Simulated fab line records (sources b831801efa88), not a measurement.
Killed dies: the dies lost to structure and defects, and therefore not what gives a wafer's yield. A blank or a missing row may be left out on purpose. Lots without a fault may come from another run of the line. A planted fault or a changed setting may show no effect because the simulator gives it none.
8D (eight disciplines) problem report, filled in by code || flow sky130 || the parts of the form that need people (team, actions taken, sign-off) are left out

## 1. THE PROBLEM
DNWELL_TW at SKY_DNWELL_TW_MEAS_09 reads a mean of 30 on 6 wafers of 2 lots; wafers without a fault read 1116 with a standard deviation of 17. That puts it -64 standard deviations away from the usual mean.
The first sign was on wafer L521.3 at day 6 07:16, on film-metro-04. The record holds 42 wafers of 14 lots with a number at this step. The rule behind "out" and "out of limits": a value lying over 4 standard deviations away from the usual mean. The rest of the wafers with a number are treated as sound.

## 2. WHAT IT IS; WHAT IT IS NOT
{"question": "which readings at this step", "is": "DNWELL_TW", "is not": "-"}
{"question": "which lots", "is": "L521, L522", "is not": "L507, L508, L509, L511, L512, L513, L515, L516, L519, L520, L527, L530"}
{"question": "which wafers of those lots", "is": "all that have a number", "is not": "-"}
{"question": "read on which gauges", "is": "film-metro-02, film-metro-04", "is not": "film-metro-01"}
{"question": "when", "is": "from day 6 07:16", "is not": "up to then (30 sound wafers); but 6 sound wafers of L527, L530 came after"}

## 3. SUSPECTS, AND WHAT RULES EACH OUT
Counting: a tool at any process step up to the reading remains a suspect when it ran all the lots that are out and ran no sound lot after the first of those.
- the gauge at SKY_DNWELL_TW_MEAS_09 has been ruled out. Those wafers that are out were read across 2 gauges (film-metro-02, film-metro-04).
- iline-stepper-01 at SKY_DNWELL_EXPOSE_04 (exposes mask DNM, target cd 3000 nm): kept. All lots that are out passed through it, beginning with L521 at day 5 22:21, and no sound lot followed; its final sound lot before that point was L519 at day 5 11:14.
Remaining after the count: iline-stepper-01 at SKY_DNWELL_EXPOSE_04.

## 4. THE CAUSE (what the simulator had put in)
Entire step skipped (iline-stepper-01, SKY_DNWELL_EXPOSE_04), from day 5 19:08 onward. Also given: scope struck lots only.
After counting, this tool was the only one left.

## 5. SEQUENCE OF EFFECTS, ordered by route
Each row: a reading where the mean over the struck wafers with a number is more than 3 standard deviations away from the usual. Only readings for which the record gives a usual standard deviation are gone through. hours: the time from each lot's start at the first step in this table that gives one to its start at this step, as a median over the lots. sigmas: the change in usual standard deviations.
{"hours": 0, "step": "SKY_DNWELL_TW_MEAS_09", "reading": "DNWELL_TW", "usual": 1116, "on struck wafers": 30, "change": -1086, "sigmas": -64}
Readings that are blank on the struck wafers while sound wafers have them: exposure-dose-mJ-cm2 at SKY_DNWELL_EXPOSE_04; focus-offset-nm at SKY_DNWELL_EXPOSE_04.
At these later measuring or inspecting steps, every struck wafer for which the step has a row has a number for every such reading, and none has moved that far: SKY_PWDE_TW_MEAS_10.

## 6. HOW IT WOULD HAVE BEEN CAUGHT EARLIER
The first out-of-limits reading at a measuring or inspecting step in this record came at day 6 07:16, 12 hours after the fault's start at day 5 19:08.
At SKY_DNWELL_EXPOSE_04 the tool's readings are blank on the struck wafers, where sound wafers have them: an empty tool record is the first sign, and it was there at once.
All the lots that are out (2) had begun SKY_DNWELL_EXPOSE_04 on iline-stepper-01 by day 6 07:16. A hold on the tool at that time would have spared none of them.
